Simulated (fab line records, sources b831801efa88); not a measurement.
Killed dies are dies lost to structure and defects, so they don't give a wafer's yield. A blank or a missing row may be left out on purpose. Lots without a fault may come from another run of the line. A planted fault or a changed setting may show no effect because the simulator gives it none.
A struck lot beside a sound one | flow sky130 | 33 steps out of a route of 708
Sound: wafers L664.3, L664.4, L664.6. Struck: wafers L680.1, L680.5. (L680.6 of the same lot was not struck and is left out.) The cause comes at the end.
At each step with rows: each side's tool, then ch and its chambers, then its first start. Under that, the readings that differ: sound wafers | struck wafers | difference of the means | sigmas: that difference in standard deviations of wafers without a fault.
alike: readings whose means differ by less than 2 such deviations, and words and numbers that are the same on both sides. not compared: withheld readings, readings that some wafer has no value for, bounds like >300 that may hide the same value, and numbers for which the record gives no deviation and whose values overlap.
The two part at a step that has a row with sigmas, a row that says differs or no value, or rows on one side only. Numbers that don't overlap but have no deviation are shown without sigmas and don't part them. A reading that every wafer of one side lacks parts them only if that side has two wafers or more.

first, 8 steps without rows for these wafers: SKY_LOCAL_INTERCONNECT_ETCH_13 (etches BARC in N2/H2, stops on SiO2, time 45.9 s, target depth 60 nm); SKY_LOCAL_INTERCONNECT_METAL_ETCH_14 (etches TiN in Cl2/BCl3, stops on PSG, target depth 110 nm, time 31.4 s); SKY_LOCAL_INTERCONNECT_STRIP_15 (strips in O2/N2); SKY_LOCAL_INTERCONNECT_STRIP_16 (strips in post etch residue remover, time 1200 s); SKY_LOCAL_INTERCONNECT_CLEAN_17 (cleans in IPA, time 180 s); SKY_LOCAL_INTERCONNECT_CLEAN_18 (cleans in O3/DIW); SKY_CONTACT_CVD_00 (deposits Si3N4, target thk 75 nm); SKY_CONTACT_HDPCVD_02 (deposits SiO2, target thk 565 nm, time 94.2 s).
SKY_CONTACT_CMP_04: polishes SiO2.
  sound on cmp-01 ch 1,3, day 30 09:26; struck on cmp-01 ch 2, day 36 11:14
  reading             | sound          | struck    | difference | sigmas
  motor_current_A (A) | 10.3 12.1 11.9 | 14.1 13.8 | +2.5       | +2
  alike: retaining_ring_pressure_frac, slurry_filter_dp_kPa, time_to_endpoint_s
then, 23 steps without rows for these wafers: SKY_CONTACT_DEHYDRATE_06 (time 60 s); SKY_CONTACT_HMDS_07 (prime time 60 s); SKY_CONTACT_COAT_08 (resist thk 60 nm); SKY_CONTACT_COAT_09 (resist thk 450 nm); SKY_CONTACT_SOFTBAKE_10 (time 90 s); SKY_CONTACT_EXPOSE_11 (exposes mask CTM1, target cd 170 nm); SKY_CONTACT_PEB_12; SKY_CONTACT_DEVELOP_13 (develop time 60 s); SKY_CONTACT_ETCH_16 (etches BARC in N2/H2, stops on SiO2, time 45.9 s, target depth 60 nm); SKY_CONTACT_ETCH_17 (etches SiO2 in C4F8/O2/Ar, stops on Si3N4, target depth 340 nm); SKY_CONTACT_ETCH_18 (etches Si3N4 in CHF3/O2, stops on TiN, time 39 s, target depth 75 nm); SKY_CONTACT_STRIP_19 (strips in O2/N2); SKY_CONTACT_STRIP_20 (strips in post etch residue remover, time 1200 s); SKY_CONTACT_CLEAN_21 (cleans in IPA, time 180 s); SKY_CONTACT_CLEAN_22 (cleans in O3/DIW); SKY_CONTACT_SPUTTER_23 (material TiN, target thk 20 nm, time 80 s); SKY_CONTACT_CVD_24 (deposits W, target thk 340 nm, time 102.12 s); SKY_CONTACT_CMP_27 (polishes, stops on SiO2, t overpolish 15 s, target thk 0 nm); SKY_METAL1_SPUTTER_00 (material Ti, target thk 15 nm, time 10 s); SKY_METAL1_SPUTTER_01 (material TiN, target thk 20 nm, time 16.7 s); SKY_METAL1_SPUTTER_02 (material AlCu, target thk 250 nm, time 13.3 s); SKY_METAL1_SPUTTER_03 (material Ti, target thk 5 nm, time 3.3 s); SKY_METAL1_SPUTTER_04 (material TiN, target thk 70 nm, time 58.3 s).
-- the record jumps here: 14 days lie between the struck wafers' starts before and after (it left off in module METAL1 and takes up again in module PAD_OPEN, whose first step shown is number 708 of the route) --
SKY_PAD_OPEN_PROBE_99:
  the record has rows for the struck wafers here (prober-02, day 50 03:07) and none for the sound ones

WHERE THEY PART
First at SKY_CONTACT_CMP_04; last, within this record, at SKY_PAD_OPEN_PROBE_99.

WHY: what the simulator had put in
Chamber particle source: cmp-01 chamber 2, from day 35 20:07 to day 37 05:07, at SKY_CONTACT_CMP_04. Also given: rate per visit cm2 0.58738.
